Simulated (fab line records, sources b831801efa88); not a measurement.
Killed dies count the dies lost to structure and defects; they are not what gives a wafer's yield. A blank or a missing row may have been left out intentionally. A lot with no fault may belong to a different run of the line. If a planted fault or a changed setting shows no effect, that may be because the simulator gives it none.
Struck lot and sound lot, side by side / flow sky130 / 29 steps out of a route of 708
Sound: wafers L697.1, L697.2, L697.5. Struck: wafer L708.2 (L708.1, L708.4, from the same lot, were not struck and are left out); the cause is given at the end.
For every step that has rows: the tool of each side, followed by ch and its chambers, followed by its first start. Under that, the readings that differ: sound wafers / struck wafers / difference of the means / sigmas: that difference in standard deviations of wafers without a fault.
alike: words and numbers the same on both sides, and readings whose means are apart by under 2 such deviations; not compared: readings that were withheld, readings missing a value for some wafer, numbers with overlapping values and no deviation given by the record, and bounds like >300 which may hide the same value.
A row with sigmas, a row that says differs or no value, or rows on one side alone: a step with any of these is where the two part. Numbers that have no deviation but don't overlap get no sigmas and don't part them. A reading that every wafer of one side lacks parts them only if that side has two wafers or more.

SKY_LI_CONTACT_OVL_MEAS_13:
  sound on overlay-01 at day 29 00:25; struck on overlay-01 at day 33 06:02
  alike: LI_CONTACT_OVL
SKY_LI_CONTACT_ETCH_14: etches BARC in N2/H2, stops on SiO2, time 45.9 s, target depth 60 nm.
  sound on rie diel-01 ch 1,3, day 29 00:27; struck on rie diel-01 ch 1, day 33 06:04
  alike: drypump motor current A, oes product au, throttle valve pct
  not compared: rf hours counter h
then, 1 step without rows for these wafers: SKY_LI_CONTACT_ETCH_15 (etches PSG in C4F8/O2/Ar, stops on Si, target depth 600 nm).
SKY_LI_CONTACT_STRIP_16: strips in O2/N2.
  sound on plasma asher-01 ch 0,1, day 29 00:35; struck on plasma asher-02 ch 0, day 33 06:12
  alike: drypump motor current A, oes product au, strip time to endpoint s
  not compared: rf hours counter h
then, 3 steps without rows for these wafers: SKY_LI_CONTACT_CLEAN_17 (cleans in NMP, time 600 s); SKY_LI_CONTACT_PRE_CLEAN_18 (time 5.6 s); SKY_LI_CONTACT_SPUTTER_19 (material Ti, target thk 20 nm, time 106.37 s).
SKY_LI_CONTACT_SPUTTER_20: material TiN, target thk 20 nm, time 80 s.
  sound on pvd sputter-03 at day 29 00:57; struck on pvd sputter-02 at day 33 06:36
  alike: throttle valve pct
then, 1 step without rows for these wafers: SKY_LI_CONTACT_CVD_21 (deposits W, target thk 400 nm, time 120.56 s).
SKY_LI_CONTACT_RS_MEAS_22: measurement is done with a four-point probe.
  sound on film metro-01 at day 29 01:08; struck on film metro-04 at day 33 06:47
  alike: LI_CONTACT_W_RS
SKY_LI_CONTACT_THK_MEAS_23: measures by xrf.
  sound on film metro-01 at day 29 01:16; struck on film metro-04 at day 33 06:55
  alike: LI_CONTACT_W_THK
SKY_LI_CONTACT_CMP_24: polishes, stops on PSG, t overpolish 20 s, target thk 0 nm.
  sound on cmp-01 ch 0,1,2, day 29 01:19; struck on cmp-01 ch 1, day 33 06:58
  alike: motor current A, overpolish run s, platen rpm, time to endpoint s
SKY_LOCAL_INTERCONNECT_SPUTTER_00: material TiN, target thk 100 nm, time 83.3 s.
  sound on pvd sputter-01 at day 29 01:37; struck on pvd sputter-03 at day 33 07:16
  alike: throttle valve pct
SKY_LOCAL_INTERCONNECT_RS_MEAS_01: measurement is done with a four-point probe.
  sound on film metro-01 at day 29 01:41; struck on film metro-04 at day 33 07:20
reading=LOCAL_INTERCONNECT_TIN_RS (ohm/sq); sound=14.35 14.00 14.20; struck=14.60; difference=+0.42; sigmas=+3
SKY_LOCAL_INTERCONNECT_THK_MEAS_02: measures by xrf.
  sound on film metro-01 at day 29 01:48; struck on film metro-04 at day 33 07:27
  alike: LOCAL_INTERCONNECT_TIN_THK
then, 8 steps without rows for these wafers: SKY_LOCAL_INTERCONNECT_DEHYDRATE_03 (time 60 s); SKY_LOCAL_INTERCONNECT_HMDS_04 (prime time 60 s); SKY_LOCAL_INTERCONNECT_COAT_05 (resist thk 60 nm); SKY_LOCAL_INTERCONNECT_COAT_06 (resist thk 450 nm); SKY_LOCAL_INTERCONNECT_SOFTBAKE_07 (time 90 s); SKY_LOCAL_INTERCONNECT_EXPOSE_08 (exposes mask LI1M, target cd 170 nm); SKY_LOCAL_INTERCONNECT_PEB_09; SKY_LOCAL_INTERCONNECT_DEVELOP_10 (develop time 60 s).
SKY_LOCAL_INTERCONNECT_CD_MEAS_11 targets a cd of 170 nm.
  sound on cd sem-01 at day 30 05:28; struck on cd sem-02 at day 34 09:41
  alike: cd nm
SKY_LOCAL_INTERCONNECT_OVL_MEAS_12:
  sound on overlay-01 at day 30 05:35; struck on overlay-02 at day 34 09:49
  alike: LOCAL_INTERCONNECT_OVL
SKY_LOCAL_INTERCONNECT_ETCH_13: etches BARC in N2/H2, stops on SiO2, time 45.9 s, target depth 60 nm.
  sound on rie metal-02 ch 0,1, day 30 05:37; struck on rie metal-01 ch 1, day 34 09:51
  alike: drypump motor current A, oes product au, throttle valve pct
  not compared: rf hours counter h
SKY_LOCAL_INTERCONNECT_METAL_ETCH_14: etches TiN in Cl2/BCl3, stops on PSG, target depth 110 nm, time 31.4 s.
  sound on rie metal-02 ch 0,1, day 30 05:41; struck on rie metal-01 ch 1, day 34 09:55
reading=oes product au (a.u.); sound=0.931 0.954 0.937; struck=0.919; difference=-0.022; sigmas=-3
  alike: drypump motor current A, throttle valve pct
  not compared: rf hours counter h
then, 2 steps without rows for these wafers: SKY_LOCAL_INTERCONNECT_STRIP_15 (strips in O2/N2); SKY_PAD_OPEN_PROBE_99.

WHERE THEY PART
Earliest at SKY_LOCAL_INTERCONNECT_RS_MEAS_01; latest, in this record, at SKY_LOCAL_INTERCONNECT_METAL_ETCH_14.

WHY: whatever the simulator had introduced
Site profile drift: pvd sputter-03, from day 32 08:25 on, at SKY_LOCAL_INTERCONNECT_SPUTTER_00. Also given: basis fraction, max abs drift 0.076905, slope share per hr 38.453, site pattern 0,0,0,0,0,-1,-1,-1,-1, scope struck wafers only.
